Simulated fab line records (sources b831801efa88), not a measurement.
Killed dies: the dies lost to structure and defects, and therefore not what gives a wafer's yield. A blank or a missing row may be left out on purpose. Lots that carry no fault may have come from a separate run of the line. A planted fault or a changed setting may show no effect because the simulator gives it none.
Problem report in the 8D (eight disciplines) form, filled by code :: flow sky130 :: the parts of the form that need people (team, actions taken, sign-off) are left out

## 1. WHAT IS WRONG
Mean of sort_bin_3_pad_short at SKY_PAD_OPEN_PROBE_99: 3.4 % across 6 wafers in 2 lots; on wafers with no fault it is 0.9 % (standard deviation 0.42). Relative to the usual mean, that is a shift of +6.0 standard deviations.
First observed at day 51 11:34: wafer L482.2, on prober-02. Wafers with a number at this step in the record: 24, from 8 lots. The rule behind "out" and "out of limits": a value lying over 4 standard deviations away from the usual mean. Any other wafer with a number is counted as sound.

## 2. WHAT IT IS, WHAT IT ISN'T
question: which readings at this step
is: sort_bin_3_pad_short
is not: killed_at_M4_up, killed_at_contacts, killed_at_other, killed_open, killed_short, sort_bin_6_memory

question: which lots
is: L480, L482
is not: L469, L471, L473, L475, L476, L478

question: which wafers of those lots
is: all that have a number
is not: -

question: read on which tools
is: prober-01, prober-02
is not: -

question: when
is: from day 51 11:34
is not: up to then (18 sound wafers)

## 3. THE SUSPECTS, EACH WITH WHAT RULES IT OUT
Counting: any tool at a process step up to the reading is kept as a suspect provided that every lot that is out went through it and no sound lot did after the first of them.
- rie_metal-04 at SKY_METAL3_ETCH_16 (etches BARC in N2/H2, stops on SiO2, time 88.2 s, target depth 60 nm): kept. Every lot that is out went through it, starting with L482 (day 45 08:41), and after that it ran no sound lot; the last sound lot it ran before then is L478 (day 40 20:07).
- plasma_asher-02 at SKY_VIA4_STRIP_13 (strips in O2/N2): kept. Every lot that is out went through it, starting with L482 (day 48 22:57), and after that it ran no sound lot; the last sound lot it ran before then is L476 (day 43 21:42).
- plasma_asher-04 at SKY_PAD_OPEN_STRIP_08 (strips in O2/N2): kept. Every lot that is out went through it, starting with L482 (day 51 08:47), and after that it ran no sound lot; the last sound lot it ran before then is L478 (day 47 18:50).
Left after counting: rie_metal-04 at SKY_METAL3_ETCH_16, plasma_asher-02 at SKY_VIA4_STRIP_13, plasma_asher-04 at SKY_PAD_OPEN_STRIP_08.

## 4. THE CAUSE (what the simulator had put in)
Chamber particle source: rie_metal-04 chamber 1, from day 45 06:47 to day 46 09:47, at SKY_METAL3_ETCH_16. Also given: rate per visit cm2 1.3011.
This tool is one of the 3 suspects left after counting.

## 5. SEQUENCE OF EFFECTS, ordered by route
One row per reading whose mean, taken over the struck wafers that have a number, lies over 3 standard deviations from the usual. Only readings for which the record gives a usual standard deviation are gone through. hours: the time from each lot's start at the first step in this table that gives one to its start at this step, as a median over the lots. sigmas: the change in usual standard deviations.
hours: 0
step: SKY_PAD_OPEN_PROBE_99
reading: defect_limited_yield
usual: 82.5 %
on struck wafers: 75.4
change: -7.1
sigmas: -3.5

hours: 0
step: SKY_PAD_OPEN_PROBE_99
reading: killed_at_M0_to_M3
usual: 42
on struck wafers: 79
change: +37
sigmas: +5.1

hours: 0
step: SKY_PAD_OPEN_PROBE_99
reading: killed_dies
usual: 86
on struck wafers: 121
change: +35
sigmas: +3.6

hours: 0
step: SKY_PAD_OPEN_PROBE_99
reading: sort_bin_3_pad_short
usual: 0.9 %
on struck wafers: 3.4
change: +2.5
sigmas: +6.0

hours: 0
step: SKY_PAD_OPEN_PROBE_99
reading: sort_n_pass
usual: 406
on struck wafers: 371
change: -35
sigmas: -3.6

hours: 0
step: SKY_PAD_OPEN_PROBE_99
reading: sort_yield_pct
usual: 82.5 %
on struck wafers: 75.4
change: -7.1
sigmas: -3.5
The process steps in it:
- SKY_PAD_OPEN_PROBE_99

## 6. WHAT WOULD HAVE CAUGHT IT SOONER
In this record the first reading out of limits was taken at day 51 11:34, 149 hours after the fault began at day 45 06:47.
No tool reading at SKY_METAL3_ETCH_16 that has a usual standard deviation in the record was out on any struck wafer, so an alarm limit of 4 standard deviations on those readings would not have fired.
By day 51 11:34, every lot that is out (2) had started SKY_METAL3_ETCH_16 on rie_metal-04. Tool hold at that time: it would have spared none of them.
